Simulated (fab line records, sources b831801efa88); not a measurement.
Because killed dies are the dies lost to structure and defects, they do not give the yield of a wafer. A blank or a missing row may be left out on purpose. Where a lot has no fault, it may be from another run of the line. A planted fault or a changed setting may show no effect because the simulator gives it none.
fab line records | flow sky130 | part 2 of 2: steps 29 to 40 of 40
record: lots: 5 | wafers: 15 | last-day: 49
route steps=708 shown VIA2@527 METAL3@532 CAPM@537
lots with no fault: from the same line, run without faults
start-h: hours from the record's opening day to when the first of the lot's shown wafers began | wait-h: hours from the lot's prior step to this one | " the same as in the row above | L1.1+2: one row covering several wafers at once | - no value present, or no start provided | * or withheld: withheld | < > ~ a bound
route shown NAME@n: NAME is a module with steps in the file, n the number in the route of the first one | usual: mean/standard deviation of fault-free wafers | same: alike in all rows | chamber/n: place in a boat | sites: the reading at each site | _std_site: standard deviation across them | _edge_site: inner sites' mean taken away from outer sites' mean | radius-mm: how far each site lies from the wafer's centre | mask NAME#n: copy n | behind: the most recent tool/chamber to have shaped the wafer | hold: reason for holding the lot/hours on hold/outcome of the hold | device: names the non-switching transistor (n, p or np) | end of line: tests of these same wafers at the route's end | a step without rows: its recipe alone | killed: the dies lost at the first sort to structure and to defects; this is not the yield of the wafer | map: a wafer's dies, x killed, . not, _ none there
set.NAME: the setting the step ran with; set.NAME@STEP: the setting that earlier step ran with | model.NAME: the simulator's own value behind a step, which no gauge read
lots seen at some steps along the route; tables by step, rows by wafer
services: when a tool's chamber went out of use (start-h, in hours from the record's first day, below 0 if earlier), for how many hours, and the reason
== steps ==
step: SKY_METAL3_DEHYDRATE_05
recipe: temp-c: 200 | time-s: 60
lot.wafer  | tool           | chamber | start-h | wait-h
L076.2+5+6 | litho-track-04 | 0       | 905.38  | 12.0
L077.1+5+6 | litho-track-03 | 0       | 905.77  | 11.6
L079.2+3+4 | litho-track-04 | 0       | 925.28  | 12.5
L090.1+4+5 | litho-track-01 | 0       | 1002.38 | 11.1
L094.3+5+6 | litho-track-04 | 0       | 1020.61 | 10.7
step: SKY_METAL3_HMDS_06
recipe: prime-time-s: 60 | prime-temp-c: 120
usual: prime-temp-c: 119.99/0.13
lot.wafer | tool           | chamber | start-h | wait-h | prime-temp-c
L076.2    | litho-track-04 | 0       | 905.53  | 0.1    | 120.02
L076.5    | "              | 0       | "       | "      | 119.98
L076.6    | "              | 0       | "       | "      | 120.13
L077.1    | litho-track-03 | 0       | 905.92  | 0.1    | 119.75
L077.5    | "              | 0       | "       | "      | 119.85
L077.6    | "              | 0       | "       | "      | 119.69
L079.2    | litho-track-04 | 0       | 925.43  | 0.1    | 120.05
L079.3    | "              | 0       | "       | "      | 119.80
L079.4    | "              | 0       | "       | "      | 119.83
L090.1    | litho-track-01 | 0       | 1002.53 | 0.1    | 119.92
L090.4    | "              | 0       | "       | "      | 119.95
L090.5    | "              | 0       | "       | "      | 119.97
L094.3    | litho-track-04 | 0       | 1020.76 | 0.1    | 119.92
L094.5    | "              | 0       | "       | "      | 119.93
L094.6    | "              | 0       | "       | "      | 119.79
step: SKY_METAL3_COAT_07
recipe: resist: BARC | temp-c: withheld | time-s: withheld | spin-rpm: 3000 | resist-thk-nm: 60
lot.wafer  | tool           | chamber | start-h | wait-h
L076.2+5+6 | litho-track-04 | 0       | 905.68  | 0.1
L077.1+5+6 | litho-track-03 | 0       | 906.07  | 0.1
L079.2+3+4 | litho-track-04 | 0       | 925.58  | 0.1
L090.1+4+5 | litho-track-01 | 0       | 1002.68 | 0.1
L094.3+5+6 | litho-track-04 | 0       | 1020.91 | 0.1
step: SKY_METAL3_COAT_08
recipe: resist: KrF-thick | spin-rpm: 3000 | resist-thk-nm: 1140
lot.wafer  | tool           | chamber | start-h | wait-h
L076.2+5+6 | litho-track-04 | 0       | -       | -
L077.1+5+6 | litho-track-03 | 0       | -       | -
L079.2+3+4 | litho-track-04 | 0       | -       | -
L090.1+4+5 | litho-track-01 | 0       | -       | -
L094.3+5+6 | litho-track-04 | 0       | -       | -
step: SKY_METAL3_SOFTBAKE_09
recipe: temp-c: 100 | time-s: 90 | resist: KrF-thick
lot.wafer  | tool           | chamber | start-h | wait-h
L076.2+5+6 | litho-track-04 | 0       | -       | -
L077.1+5+6 | litho-track-03 | 0       | -       | -
L079.2+3+4 | litho-track-04 | 0       | -       | -
L090.1+4+5 | litho-track-01 | 0       | -       | -
L094.3+5+6 | litho-track-04 | 0       | -       | -
step: SKY_METAL3_EXPOSE_10
recipe: mask-id: MM3 | na: 0.68 | source-shape: annular | sigma-inner: 0.4 | sigma-outer: 0.8 | target-cd-nm: 300 | dose-mj: 28
lot.wafer  | tool           | chamber | start-h | wait-h | mask
L076.2+5+6 | krf-scanner-01 | 0       | -       | -      | MM3#0
L077.1+5+6 | krf-scanner-01 | 0       | -       | -      | MM3#0
L079.2+3+4 | krf-scanner-02 | 0       | -       | -      | MM3#0
L090.1+4+5 | krf-scanner-01 | 0       | -       | -      | MM3#0
L094.3+5+6 | krf-scanner-01 | 0       | -       | -      | MM3#0
step: SKY_METAL3_PEB_11
recipe: peb-temp-c: withheld | peb-time-s: withheld | resist: KrF-thick
lot.wafer  | tool           | chamber | start-h | wait-h
L076.2+5+6 | litho-track-04 | 0       | -       | -
L077.1+5+6 | litho-track-01 | 0       | -       | -
L079.2+3+4 | litho-track-03 | 0       | -       | -
L090.1+4+5 | litho-track-03 | 0       | -       | -
L094.3+5+6 | litho-track-04 | 0       | -       | -
step: SKY_METAL3_DEVELOP_12
recipe: develop-time-s: 60 | resist: KrF-thick | dev-temp-c: 21
usual: developer-temp-C: 21.01/0.12
lot.wafer | tool           | chamber | start-h | wait-h | developer-temp-C
L076.2    | litho-track-04 | 0       | -       | -      | 20.96
L076.5    | "              | 0       | "       | "      | 20.89
L076.6    | "              | 0       | "       | "      | 20.95
L077.1    | litho-track-01 | 0       | -       | -      | 21.18
L077.5    | "              | 0       | "       | "      | 21.23
L077.6    | "              | 0       | "       | "      | 20.98
L079.2    | litho-track-03 | 0       | -       | -      | 21.05
L079.3    | "              | 0       | "       | "      | 21.11
L079.4    | "              | 0       | "       | "      | 21.04
L090.1    | litho-track-03 | 0       | -       | -      | 20.85
L090.4    | "              | 0       | "       | "      | 21.14
L090.5    | "              | 0       | "       | "      | 20.82
L094.3    | litho-track-04 | 0       | -       | -      | 21.16
L094.5    | "              | 0       | "       | "      | 21.00
L094.6    | "              | 0       | "       | "      | 21.32
step: SKY_METAL3_CD_MEAS_13
recipe: target-cd-nm: 300
usual: cd-nm: 300.3/1.4
lot.wafer | tool      | chamber | start-h | wait-h | cd-nm
L076.2    | cd-sem-01 | -       | 919.03  | -      | 300.2
L076.5    | "         | -       | "       | "      | 301.3
L076.6    | "         | -       | "       | "      | 300.9
L077.1    | cd-sem-02 | -       | 919.23  | -      | 299.9
L077.5    | "         | -       | "       | "      | 299.6
L077.6    | "         | -       | "       | "      | 299.8
L079.2    | cd-sem-02 | -       | 938.14  | -      | 300.6
L079.3    | "         | -       | "       | "      | 301.8
L079.4    | "         | -       | "       | "      | 300.2
L090.1    | cd-sem-01 | -       | 1014.42 | -      | 299.3
L090.4    | "         | -       | "       | "      | 299.7
L090.5    | "         | -       | "       | "      | 300.9
L094.3    | cd-sem-02 | -       | 1032.40 | -      | 299.3
L094.5    | "         | -       | "       | "      | 299.0
L094.6    | "         | -       | "       | "      | 299.5
step: SKY_METAL3_OVL_MEAS_14
usual: METAL3_OVL: -3/6.1
lot.wafer | tool       | chamber | start-h | wait-h | METAL3_OVL[nm]
L076.2    | overlay-01 | -       | 919.14  | 0.1    | 8
L076.5    | "          | -       | "       | "      | 3
L076.6    | "          | -       | "       | "      | 11
L077.1    | overlay-02 | -       | 919.35  | 0.1    | -1
L077.5    | "          | -       | "       | "      | -3
L077.6    | "          | -       | "       | "      | -9
L079.2    | overlay-01 | -       | 938.24  | 0.1    | -4
L079.3    | "          | -       | "       | "      | -3
L079.4    | "          | -       | "       | "      | -7
L090.1    | overlay-02 | -       | 1014.54 | 0.1    | -5
L090.4    | "          | -       | "       | "      | 2
L090.5    | "          | -       | "       | "      | 3
L094.3    | overlay-01 | -       | 1032.49 | 0.1    | -9
L094.5    | "          | -       | "       | "      | -7
L094.6    | "          | -       | "       | "      | -3
step: SKY_METAL3_DESCUM_15
recipe: chemistry: O2 | source-power-w: 150 | bias-power-w: 0 | pressure-mtorr: 10 | temp-c: 40 | time-s: 8
usual: drypump-motor-current-A: 5.7/0.33 | oes-product-au: 0.995/0.0084
lot.wafer | tool         | chamber | start-h | wait-h | drypump-motor-current-A | oes-product-au | rf-hours-counter-h
L076.2    | rie-metal-03 | 0       | 919.17  | 0.0    | 5.5                     | 0.990          | 3
L076.5    | "            | 0       | "       | "      | 5.5                     | 0.990          | -
L076.6    | "            | 1       | "       | "      | 5.5                     | 0.994          | -
L077.1    | rie-metal-02 | 1       | 919.38  | 0.0    | 6.1                     | 1.000          | 9
L077.5    | "            | 0       | "       | "      | 6.2                     | 0.993          | -
L077.6    | "            | 1       | "       | "      | 6.1                     | 1.003          | -
L079.2    | rie-metal-03 | 0       | 938.27  | 0.0    | 5.5                     | 0.987          | 4
L079.3    | "            | 0       | "       | "      | 5.5                     | 0.983          | -
L079.4    | "            | 1       | "       | "      | 5.4                     | 0.996          | -
L090.1    | rie-metal-02 | 1       | 1014.57 | 0.0    | 6.1                     | 1.015          | 14
L090.4    | "            | 0       | "       | "      | 6.2                     | 1.004          | -
L090.5    | "            | 1       | "       | "      | 6.1                     | 1.019          | -
L094.3    | rie-metal-03 | 1       | 1032.53 | 0.0    | 5.4                     | 1.000          | -
L094.5    | "            | 1       | "       | "      | 5.5                     | 1.000          | -
L094.6    | "            | 0       | "       | "      | 5.5                     | 0.993          | -
step: SKY_METAL3_ETCH_16
recipe: chemistry: N2/H2 | target: BARC | ion-energy-ev: 200 | bias-w: 100 | pressure-mtorr: 30 | n2-flow-sccm: 100 | h2-flow-sccm: 200 | icp-w: 500 | stop-on: SiO2 | time-s: 88.2 | target-depth-a: 600
usual: drypump-motor-current-A: 5.7/0.33 | oes-product-au: 0.625/0.0049 | throttle-valve-pct: 13.204/0.0092
lot.wafer | tool         | chamber | start-h | wait-h | drypump-motor-current-A | oes-product-au | rf-hours-counter-h | throttle-valve-pct
L076.2    | rie-metal-03 | 0       | 919.20  | 0.0    | 5.5                     | 0.620          | 3                  | 13.195
L076.5    | "            | 0       | "       | "      | 5.5                     | 0.619          | -                  | 13.185
L076.6    | "            | 1       | "       | "      | 5.5                     | 0.620          | -                  | 13.196
L077.1    | rie-metal-02 | 1       | 919.43  | 0.0    | 6.1                     | 0.623          | 9                  | 13.227
L077.5    | "            | 0       | "       | "      | 6.2                     | 0.629          | -                  | 13.194
L077.6    | "            | 1       | "       | "      | 6.1                     | 0.628          | -                  | 13.201
L079.2    | rie-metal-03 | 0       | 938.30  | 0.0    | 5.5                     | 0.618          | 4                  | 13.216
L079.3    | "            | 0       | "       | "      | 5.5                     | 0.628          | -                  | 13.222
L079.4    | "            | 1       | "       | "      | 5.5                     | 0.627          | -                  | 13.206
L090.1    | rie-metal-02 | 1       | 1014.61 | 0.0    | 6.1                     | 0.623          | 14                 | 13.205
L090.4    | "            | 0       | "       | "      | 6.2                     | 0.630          | -                  | 13.204
L090.5    | "            | 1       | "       | "      | 6.1                     | 0.626          | -                  | 13.205
L094.3    | rie-metal-03 | 1       | 1032.58 | 0.0    | 5.4                     | 0.620          | -                  | 13.207
L094.5    | "            | 1       | "       | "      | 5.5                     | 0.627          | -                  | 13.206
L094.6    | "            | 0       | "       | "      | 5.5                     | 0.619          | -                  | 13.207
== services ==
tool             | chamber | start-h | hours | kind
pvd-sputter-04   | -       | 843.62  | 0.5   | repair
krf-scanner-01   | -       | 872.93  | 1.0   | pm
pvd-sputter-02   | -       | 880.16  | 4.3   | repair
rie-metal-03     | -       | 887.81  | 0.2   | repair
krf-scanner-01   | -       | 892.09  | 0.8   | pm
pvd-sputter-02   | -       | 892.28  | 0.5   | repair
cvd-w-01         | -       | 904.00  | 14.0  | pm
pvd-sputter-04   | -       | 905.67  | 3.5   | repair
plasma-asher-04  | -       | 912.85  | 2.1   | repair
cmp-01           | -       | 915.50  | 4.0   | pm
pvd-sputter-02   | -       | 919.71  | 5.0   | repair
pvd-sputter-04   | -       | 923.89  | 1.2   | repair
cmp-01           | -       | 930.78  | 3.3   | repair
iline-stepper-01 | -       | 932.91  | 1.7   | pm
plasma-asher-04  | -       | 934.71  | 3.2   | repair
pvd-sputter-02   | -       | 938.01  | 8.6   | repair
krf-scanner-01   | -       | 961.37  | 1.3   | pm
pvd-sputter-04   | -       | 980.78  | 1.0   | repair
cmp-01           | -       | 982.39  | 12.0  | repair
cmp-01           | -       | 998.73  | 6.5   | pm
rie-metal-02     | 0       | 1000.76 | 2.1   | repair
rie-metal-02     | 1       | 1002.37 | 5.3   | repair
cvd-w-01         | -       | 1008.04 | 6.9   | pm
pvd-sputter-04   | -       | 1032.28 | 4.2   | repair
